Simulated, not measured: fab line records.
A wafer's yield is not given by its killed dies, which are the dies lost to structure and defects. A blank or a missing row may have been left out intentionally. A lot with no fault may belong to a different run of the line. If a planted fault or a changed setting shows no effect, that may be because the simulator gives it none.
fab line records / flow gf180mcu / part 2 of 2: steps 26 to 34 of 34
record: lots: 5 wafers: 15 lastDay: 33
route steps=602 shown V5@555 TOP_METAL@567 PASSIVATION@587
lots that met no fault: taken from a fault-free run of the same line
startH: hours from the record's first day to the start of the lot's first wafer shown / waitH: hours since the lot's step before / " the same as in the row above / L1.1+2: several wafers, shown together as one row / - value missing, or start not given / * or withheld: withheld / < > ~ a bound
route shown NAME@n: a module of which the file shows steps, and the number in the route of the first / usual: mean/standard deviation of fault-free wafers / same: alike in all rows / chamber/n: place in a boat / sites: each site's reading / _std_site: the standard deviation of these / _edge_site: outer sites' mean less inner sites' / radiusMm: how far each site lies from the wafer's centre / mask NAME#n: copy n / behind: tool/chamber where the wafer was last shaped / hold: cause of the lot's hold/its duration in hours/its outcome / device: the n, p or np transistor that did not switch / end of line: tests of these same wafers at the route's end / where a step has no rows: the recipe by itself / killed: count of dies lost to structure and defects at first sort (not the wafer's yield) / map: a wafer's dies, x killed, . not, _ none there
set.NAME: the setting that was run; set.NAME@STEP: the one run at that earlier step / model.NAME: the simulator's own value behind a step, which no gauge read
lots seen at some steps along the route; tables by step, rows by wafer
services: when a tool's chamber went out of use (startH, in hours from the record's first day, below 0 if earlier), for how many hours, and the reason
== steps ==
step: GF_TOP_METAL_DEVELOP_13
recipe: developTimeS: 60 devTempC: 23
lot.wafer=L081.2+5+6 tool=lithoTrack-02 chamber=0 startH=700.64 waitH=0.1
lot.wafer=L082.2+5+6 tool=lithoTrack-02 chamber=0 startH=708.24 waitH=0.1
lot.wafer=L087.2+5+6 tool=lithoTrack-02 chamber=0 startH=742.79 waitH=0.1
lot.wafer=L091.2+4+6 tool=lithoTrack-02 chamber=0 startH=769.39 waitH=0.1
lot.wafer=L093.3+4+5 tool=lithoTrack-01 chamber=0 startH=778.13 waitH=0.1
step: GF_TOP_METAL_CD_MEAS_14
recipe: targetCdNm: 440
usual: cdNm: 439.8/2.2
lot.wafer=L081.2 tool=cdSem-01 chamber=- startH=700.79 waitH=0.1 cdNm=437.7
lot.wafer=L081.5 tool=cdSem-01 chamber=- startH=700.79 waitH=0.1 cdNm=437.0
lot.wafer=L081.6 tool=cdSem-01 chamber=- startH=700.79 waitH=0.1 cdNm=440.1
lot.wafer=L082.2 tool=cdSem-02 chamber=- startH=708.39 waitH=0.1 cdNm=437.6
lot.wafer=L082.5 tool=cdSem-02 chamber=- startH=708.39 waitH=0.1 cdNm=436.6
lot.wafer=L082.6 tool=cdSem-02 chamber=- startH=708.39 waitH=0.1 cdNm=436.3
lot.wafer=L087.2 tool=cdSem-02 chamber=- startH=742.94 waitH=0.1 cdNm=439.7
lot.wafer=L087.5 tool=cdSem-02 chamber=- startH=742.94 waitH=0.1 cdNm=440.1
lot.wafer=L087.6 tool=cdSem-02 chamber=- startH=742.94 waitH=0.1 cdNm=438.6
lot.wafer=L091.2 tool=cdSem-01 chamber=- startH=769.54 waitH=0.1 cdNm=434.1
lot.wafer=L091.4 tool=cdSem-01 chamber=- startH=769.54 waitH=0.1 cdNm=434.3
lot.wafer=L091.6 tool=cdSem-01 chamber=- startH=769.54 waitH=0.1 cdNm=436.4
lot.wafer=L093.3 tool=cdSem-01 chamber=- startH=778.27 waitH=0.1 cdNm=440.0
lot.wafer=L093.4 tool=cdSem-01 chamber=- startH=778.27 waitH=0.1 cdNm=440.1
lot.wafer=L093.5 tool=cdSem-01 chamber=- startH=778.27 waitH=0.1 cdNm=440.1
step: GF_TOP_METAL_OVL_MEAS_15
usual: TOP_METAL_OVL: 0.8/1.5
lot.wafer=L081.2 tool=overlay-02 chamber=- startH=700.89 waitH=0.1 TOP_METAL_OVL[nm]=2.8
lot.wafer=L081.5 tool=overlay-02 chamber=- startH=700.89 waitH=0.1 TOP_METAL_OVL[nm]=0.9
lot.wafer=L081.6 tool=overlay-02 chamber=- startH=700.89 waitH=0.1 TOP_METAL_OVL[nm]=1.0
lot.wafer=L082.2 tool=overlay-02 chamber=- startH=708.49 waitH=0.1 TOP_METAL_OVL[nm]=1.9
lot.wafer=L082.5 tool=overlay-02 chamber=- startH=708.49 waitH=0.1 TOP_METAL_OVL[nm]=1.0
lot.wafer=L082.6 tool=overlay-02 chamber=- startH=708.49 waitH=0.1 TOP_METAL_OVL[nm]=0.1
lot.wafer=L087.2 tool=overlay-01 chamber=- startH=743.04 waitH=0.1 TOP_METAL_OVL[nm]=0.5
lot.wafer=L087.5 tool=overlay-01 chamber=- startH=743.04 waitH=0.1 TOP_METAL_OVL[nm]=0.4
lot.wafer=L087.6 tool=overlay-01 chamber=- startH=743.04 waitH=0.1 TOP_METAL_OVL[nm]=-1.6
lot.wafer=L091.2 tool=overlay-02 chamber=- startH=769.64 waitH=0.1 TOP_METAL_OVL[nm]=0.1
lot.wafer=L091.4 tool=overlay-02 chamber=- startH=769.64 waitH=0.1 TOP_METAL_OVL[nm]=-1.1
lot.wafer=L091.6 tool=overlay-02 chamber=- startH=769.64 waitH=0.1 TOP_METAL_OVL[nm]=-0.6
lot.wafer=L093.3 tool=overlay-02 chamber=- startH=778.37 waitH=0.1 TOP_METAL_OVL[nm]=3.5
lot.wafer=L093.4 tool=overlay-02 chamber=- startH=778.37 waitH=0.1 TOP_METAL_OVL[nm]=3.7
lot.wafer=L093.5 tool=overlay-02 chamber=- startH=778.37 waitH=0.1 TOP_METAL_OVL[nm]=1.5
step: GF_TOP_METAL_METAL_ETCH_16
recipe: chemistry: Cl2/BCl3 maskMaterial: NOVOLAK targetDepthNm: 1197 stopOn: SiO2 pressureMtorr: 8 icpW: 800 biasW: 137.4 Cl2_flow_sccm: 80 bcl3FlowSccm: 40 timeS: 199.5
usual: chamberPressureMTorr: 7.999/0.0072 drypumpMotorCurrentA: 5.9/0.46 oesProductAu: 0.986/0.0052 throttleValvePct: 28.233/0.0098
same: timeS: 199.5
lot.wafer=L081.2 tool=rieMetal-04 chamber=0 startH=700.92 waitH=0.0 chamberPressureMTorr=8.006 drypumpMotorCurrentA=5.1 oesProductAu=0.990 rfHoursCounterH=14 throttleValvePct=28.240
lot.wafer=L081.5 tool=rieMetal-04 chamber=1 startH=700.92 waitH=0.0 chamberPressureMTorr=8.011 drypumpMotorCurrentA=6.0 oesProductAu=0.985 rfHoursCounterH=- throttleValvePct=28.253
lot.wafer=L081.6 tool=rieMetal-04 chamber=0 startH=700.92 waitH=0.0 chamberPressureMTorr=8.000 drypumpMotorCurrentA=5.2 oesProductAu=0.981 rfHoursCounterH=- throttleValvePct=28.240
lot.wafer=L082.2 tool=rieMetal-04 chamber=1 startH=708.52 waitH=0.0 chamberPressureMTorr=8.007 drypumpMotorCurrentA=6.0 oesProductAu=0.986 rfHoursCounterH=9 throttleValvePct=28.230
lot.wafer=L082.5 tool=rieMetal-04 chamber=0 startH=708.52 waitH=0.0 chamberPressureMTorr=8.008 drypumpMotorCurrentA=5.1 oesProductAu=0.989 rfHoursCounterH=- throttleValvePct=28.241
lot.wafer=L082.6 tool=rieMetal-04 chamber=1 startH=708.52 waitH=0.0 chamberPressureMTorr=7.986 drypumpMotorCurrentA=6.0 oesProductAu=0.972 rfHoursCounterH=- throttleValvePct=28.241
lot.wafer=L087.2 tool=rieMetal-02 chamber=1 startH=743.07 waitH=0.0 chamberPressureMTorr=7.998 drypumpMotorCurrentA=6.3 oesProductAu=0.989 rfHoursCounterH=5 throttleValvePct=28.230
lot.wafer=L087.5 tool=rieMetal-02 chamber=1 startH=743.07 waitH=0.0 chamberPressureMTorr=7.990 drypumpMotorCurrentA=6.3 oesProductAu=0.987 rfHoursCounterH=- throttleValvePct=28.236
lot.wafer=L087.6 tool=rieMetal-02 chamber=0 startH=743.07 waitH=0.0 chamberPressureMTorr=7.995 drypumpMotorCurrentA=6.0 oesProductAu=0.989 rfHoursCounterH=- throttleValvePct=28.221
lot.wafer=L091.2 tool=rieMetal-04 chamber=1 startH=769.67 waitH=0.0 chamberPressureMTorr=8.001 drypumpMotorCurrentA=6.0 oesProductAu=0.988 rfHoursCounterH=12 throttleValvePct=28.233
lot.wafer=L091.4 tool=rieMetal-04 chamber=1 startH=769.67 waitH=0.0 chamberPressureMTorr=8.008 drypumpMotorCurrentA=6.0 oesProductAu=0.982 rfHoursCounterH=- throttleValvePct=28.229
lot.wafer=L091.6 tool=rieMetal-04 chamber=0 startH=769.67 waitH=0.0 chamberPressureMTorr=8.010 drypumpMotorCurrentA=5.2 oesProductAu=0.989 rfHoursCounterH=- throttleValvePct=28.241
lot.wafer=L093.3 tool=rieMetal-04 chamber=1 startH=778.45 waitH=0.1 chamberPressureMTorr=7.998 drypumpMotorCurrentA=6.0 oesProductAu=0.981 rfHoursCounterH=- throttleValvePct=28.238
lot.wafer=L093.4 tool=rieMetal-04 chamber=0 startH=778.45 waitH=0.1 chamberPressureMTorr=8.004 drypumpMotorCurrentA=5.2 oesProductAu=0.982 rfHoursCounterH=- throttleValvePct=28.237
lot.wafer=L093.5 tool=rieMetal-04 chamber=1 startH=778.45 waitH=0.1 chamberPressureMTorr=7.986 drypumpMotorCurrentA=6.0 oesProductAu=0.984 rfHoursCounterH=- throttleValvePct=28.254
step: GF_TOP_METAL_STRIP_17
recipe: chemistry: O2/N2 powerW: 1400 pressureMtorr: 1500 platenTempC: 250 o2FlowSccm: 3000 n2FlowSccm: 300 overashFraction: 0.5
usual: chamberPressureMTorr: 1500.1/1.4 drypumpMotorCurrentA: 5.7/0.78 heaterPowerW: 326/39 oesProductAu: 0.710/0.0043 stripTimeToEndpointS: 12.95/0.072
lot.wafer=L081.2 tool=plasmaAsher-03 chamber=0 startH=701.12 waitH=0.1 chamberPressureMTorr=1501.7 drypumpMotorCurrentA=5.2 heaterPowerW=284 oesProductAu=0.713 rfHoursCounterH=107 stripTimeToEndpointS=12.91
lot.wafer=L081.5 tool=plasmaAsher-03 chamber=0 startH=701.12 waitH=0.1 chamberPressureMTorr=1498.6 drypumpMotorCurrentA=5.2 heaterPowerW=285 oesProductAu=0.708 rfHoursCounterH=- stripTimeToEndpointS=12.95
lot.wafer=L081.6 tool=plasmaAsher-03 chamber=1 startH=701.12 waitH=0.1 chamberPressureMTorr=1498.2 drypumpMotorCurrentA=4.6 heaterPowerW=369 oesProductAu=0.711 rfHoursCounterH=- stripTimeToEndpointS=12.92
lot.wafer=L082.2 tool=plasmaAsher-02 chamber=0 startH=708.72 waitH=0.1 chamberPressureMTorr=1499.2 drypumpMotorCurrentA=6.7 heaterPowerW=313 oesProductAu=0.705 rfHoursCounterH=65 stripTimeToEndpointS=12.94
lot.wafer=L082.5 tool=plasmaAsher-02 chamber=0 startH=708.72 waitH=0.1 chamberPressureMTorr=1499.8 drypumpMotorCurrentA=6.7 heaterPowerW=307 oesProductAu=0.714 rfHoursCounterH=- stripTimeToEndpointS=12.84
lot.wafer=L082.6 tool=plasmaAsher-02 chamber=1 startH=708.72 waitH=0.1 chamberPressureMTorr=1499.5 drypumpMotorCurrentA=5.4 heaterPowerW=349 oesProductAu=0.709 rfHoursCounterH=- stripTimeToEndpointS=12.93
lot.wafer=L087.2 tool=plasmaAsher-02 chamber=1 startH=743.26 waitH=0.1 chamberPressureMTorr=1499.6 drypumpMotorCurrentA=5.5 heaterPowerW=353 oesProductAu=0.714 rfHoursCounterH=69 stripTimeToEndpointS=12.89
lot.wafer=L087.5 tool=plasmaAsher-02 chamber=0 startH=743.26 waitH=0.1 chamberPressureMTorr=1498.0 drypumpMotorCurrentA=6.8 heaterPowerW=325 oesProductAu=0.706 rfHoursCounterH=- stripTimeToEndpointS=12.93
lot.wafer=L087.6 tool=plasmaAsher-02 chamber=1 startH=743.26 waitH=0.1 chamberPressureMTorr=1502.8 drypumpMotorCurrentA=5.4 heaterPowerW=343 oesProductAu=0.717 rfHoursCounterH=- stripTimeToEndpointS=12.88
lot.wafer=L091.2 tool=plasmaAsher-01 chamber=1 startH=769.86 waitH=0.1 chamberPressureMTorr=1500.0 drypumpMotorCurrentA=6.6 heaterPowerW=269 oesProductAu=0.714 rfHoursCounterH=94 stripTimeToEndpointS=13.01
lot.wafer=L091.4 tool=plasmaAsher-01 chamber=1 startH=769.86 waitH=0.1 chamberPressureMTorr=1497.1 drypumpMotorCurrentA=6.6 heaterPowerW=271 oesProductAu=0.706 rfHoursCounterH=- stripTimeToEndpointS=13.00
lot.wafer=L091.6 tool=plasmaAsher-01 chamber=0 startH=769.86 waitH=0.1 chamberPressureMTorr=1500.2 drypumpMotorCurrentA=6.2 heaterPowerW=384 oesProductAu=0.710 rfHoursCounterH=- stripTimeToEndpointS=13.00
lot.wafer=L093.3 tool=plasmaAsher-03 chamber=0 startH=778.61 waitH=0.1 chamberPressureMTorr=1501.2 drypumpMotorCurrentA=5.2 heaterPowerW=285 oesProductAu=0.713 rfHoursCounterH=- stripTimeToEndpointS=13.02
lot.wafer=L093.4 tool=plasmaAsher-03 chamber=1 startH=778.61 waitH=0.1 chamberPressureMTorr=1498.5 drypumpMotorCurrentA=4.6 heaterPowerW=351 oesProductAu=0.707 rfHoursCounterH=- stripTimeToEndpointS=13.02
lot.wafer=L093.5 tool=plasmaAsher-03 chamber=1 startH=778.61 waitH=0.1 chamberPressureMTorr=1499.8 drypumpMotorCurrentA=4.6 heaterPowerW=350 oesProductAu=0.720 rfHoursCounterH=- stripTimeToEndpointS=12.89
step: GF_TOP_METAL_STRIP_18
recipe: chemistry: postEtchResidueRemover timeS: 1200 tempC: 72.5
same: timeS: 1200
lot.wafer=L081.2+5+6 tool=wetBench-01 chamber=1 startH=701.22 waitH=0.1
lot.wafer=L082.2+5+6 tool=wetBench-04 chamber=1 startH=708.82 waitH=0.1
lot.wafer=L087.2+5+6 tool=wetBench-03 chamber=0 startH=743.36 waitH=0.1
lot.wafer=L091.2+4+6 tool=wetBench-04 chamber=0 startH=769.96 waitH=0.1
lot.wafer=L093.3+4+5 tool=wetBench-01 chamber=0 startH=778.68 waitH=0.0
step: GF_TOP_METAL_CLEAN_19
recipe: chemistry: DIW dry: n2Spin
lot.wafer=L081.2+5+6 tool=wetBench-03 chamber=2 startH=701.90 waitH=0.0
lot.wafer=L082.2+5+6 tool=wetBench-03 chamber=1 startH=709.16 waitH=0.0
lot.wafer=L087.2+5+6 tool=wetBench-04 chamber=2 startH=743.71 waitH=0.0
lot.wafer=L091.2+4+6 tool=wetBench-01 chamber=3 startH=770.71 waitH=0.0
lot.wafer=L093.3+4+5 tool=wetBench-04 chamber=2 startH=779.02 waitH=0.0
step: GF_PASSIVATION_CVD_00
recipe: material: SiO2 targetThkNm: 1000 precursor: TEOS tempC: 400 timeS: 111.95 rfW: 600
usual: heaterPowerOuterW: 421/65 heaterPowerW: 703/92
same: timeS: 111.95
lot.wafer=L081.2 tool=pecvd-02 chamber=2 startH=702.01 waitH=0.0 heaterPowerOuterW=514 heaterPowerW=887
lot.wafer=L081.5 tool=pecvd-02 chamber=0 startH=702.01 waitH=0.0 heaterPowerOuterW=319 heaterPowerW=598
lot.wafer=L081.6 tool=pecvd-02 chamber=1 startH=702.01 waitH=0.0 heaterPowerOuterW=339 heaterPowerW=568
lot.wafer=L082.2 tool=pecvd-04 chamber=1 startH=709.26 waitH=0.0 heaterPowerOuterW=323 heaterPowerW=523
lot.wafer=L082.5 tool=pecvd-04 chamber=0 startH=709.26 waitH=0.0 heaterPowerOuterW=370 heaterPowerW=677
lot.wafer=L082.6 tool=pecvd-04 chamber=1 startH=709.26 waitH=0.0 heaterPowerOuterW=362 heaterPowerW=573
lot.wafer=L087.2 tool=pecvd-02 chamber=1 startH=743.80 waitH=0.0 heaterPowerOuterW=361 heaterPowerW=581
lot.wafer=L087.5 tool=pecvd-02 chamber=0 startH=743.80 waitH=0.0 heaterPowerOuterW=404 heaterPowerW=697
lot.wafer=L087.6 tool=pecvd-02 chamber=1 startH=743.80 waitH=0.0 heaterPowerOuterW=399 heaterPowerW=657
lot.wafer=L091.2 tool=pecvd-03 chamber=2 startH=770.80 waitH=0.0 heaterPowerOuterW=449 heaterPowerW=707
lot.wafer=L091.4 tool=pecvd-03 chamber=1 startH=770.80 waitH=0.0 heaterPowerOuterW=385 heaterPowerW=707
lot.wafer=L091.6 tool=pecvd-03 chamber=0 startH=770.80 waitH=0.0 heaterPowerOuterW=518 heaterPowerW=803
lot.wafer=L093.3 tool=pecvd-02 chamber=2 startH=779.11 waitH=0.0 heaterPowerOuterW=498 heaterPowerW=818
lot.wafer=L093.4 tool=pecvd-02 chamber=1 startH=779.11 waitH=0.0 heaterPowerOuterW=443 heaterPowerW=692
lot.wafer=L093.5 tool=pecvd-02 chamber=0 startH=779.11 waitH=0.0 heaterPowerOuterW=409 heaterPowerW=697
step: GF_PASSIVATION_THK_MEAS_01
recipe: reads: SiO2_of_PASSIVATION_CVD_00
usual: PASSIVATION_CVD_00_THK: 1000/11
lot.wafer=L081.2 tool=filmMetro-03 chamber=- startH=702.10 waitH=0.0 PASSIVATION_CVD_00_THK[nm]=984
lot.wafer=L081.5 tool=filmMetro-03 chamber=- startH=702.10 waitH=0.0 PASSIVATION_CVD_00_THK[nm]=1002
lot.wafer=L081.6 tool=filmMetro-03 chamber=- startH=702.10 waitH=0.0 PASSIVATION_CVD_00_THK[nm]=1001
lot.wafer=L082.2 tool=filmMetro-01 chamber=- startH=709.35 waitH=0.0 PASSIVATION_CVD_00_THK[nm]=990
lot.wafer=L082.5 tool=filmMetro-01 chamber=- startH=709.35 waitH=0.0 PASSIVATION_CVD_00_THK[nm]=1001
lot.wafer=L082.6 tool=filmMetro-01 chamber=- startH=709.35 waitH=0.0 PASSIVATION_CVD_00_THK[nm]=1004
lot.wafer=L087.2 tool=filmMetro-01 chamber=- startH=743.89 waitH=0.0 PASSIVATION_CVD_00_THK[nm]=990
lot.wafer=L087.5 tool=filmMetro-01 chamber=- startH=743.89 waitH=0.0 PASSIVATION_CVD_00_THK[nm]=994
lot.wafer=L087.6 tool=filmMetro-01 chamber=- startH=743.89 waitH=0.0 PASSIVATION_CVD_00_THK[nm]=1000
lot.wafer=L091.2 tool=filmMetro-02 chamber=- startH=770.89 waitH=0.0 PASSIVATION_CVD_00_THK[nm]=998
lot.wafer=L091.4 tool=filmMetro-02 chamber=- startH=770.89 waitH=0.0 PASSIVATION_CVD_00_THK[nm]=997
lot.wafer=L091.6 tool=filmMetro-02 chamber=- startH=770.89 waitH=0.0 PASSIVATION_CVD_00_THK[nm]=1006
lot.wafer=L093.3 tool=filmMetro-01 chamber=- startH=779.21 waitH=0.1 PASSIVATION_CVD_00_THK[nm]=994
lot.wafer=L093.4 tool=filmMetro-01 chamber=- startH=779.21 waitH=0.1 PASSIVATION_CVD_00_THK[nm]=1021
lot.wafer=L093.5 tool=filmMetro-01 chamber=- startH=779.21 waitH=0.1 PASSIVATION_CVD_00_THK[nm]=1020
== services ==
tool=pecvd-02 chamber=2 startH=661.84 hours=6.9 kind=repair
tool=rieDiel-01 chamber=2 startH=663.08 hours=1.4 kind=repair
tool=cmp-01 chamber=- startH=663.81 hours=2.8 kind=pm
tool=wetBench-01 chamber=- startH=671.05 hours=12.4 kind=repair
tool=rieDiel-01 chamber=3 startH=688.13 hours=3.1 kind=repair
tool=rieDiel-04 chamber=2 startH=690.12 hours=6.8 kind=repair
tool=pecvd-02 chamber=0 startH=706.28 hours=6.5 kind=repair
tool=rieDiel-03 chamber=1 startH=707.25 hours=1.4 kind=repair
tool=cmp-01 chamber=- startH=708.44 hours=1.3 kind=repair
tool=cmp-01 chamber=- startH=710.23 hours=11.1 kind=pm
tool=rieDiel-03 chamber=0 startH=717.16 hours=1.8 kind=repair
tool=ilineStepper-02 chamber=- startH=717.27 hours=7.5 kind=repair
tool=rieMetal-04 chamber=- startH=717.95 hours=14.6 kind=pm
tool=pvdSputter-03 chamber=- startH=729.49 hours=1.9 kind=repair
tool=cmp-01 chamber=- startH=730.06 hours=3.2 kind=repair
tool=plasmaAsher-01 chamber=- startH=739.12 hours=1.3 kind=repair
tool=pvdSputter-01 chamber=- startH=740.02 hours=1.0 kind=repair
tool=cvdW-01 chamber=- startH=743.36 hours=0.6 kind=repair
tool=cmp-01 chamber=- startH=744.63 hours=4.0 kind=pm
tool=cvdW-01 chamber=- startH=748.05 hours=0.3 kind=repair
tool=cvdW-01 chamber=- startH=761.54 hours=1.6 kind=repair
tool=pvdSputter-01 chamber=- startH=763.42 hours=2.4 kind=repair
tool=plasmaAsher-01 chamber=- startH=773.07 hours=28.1 kind=pm
tool=rieDiel-04 chamber=1 startH=778.51 hours=5.2 kind=repair
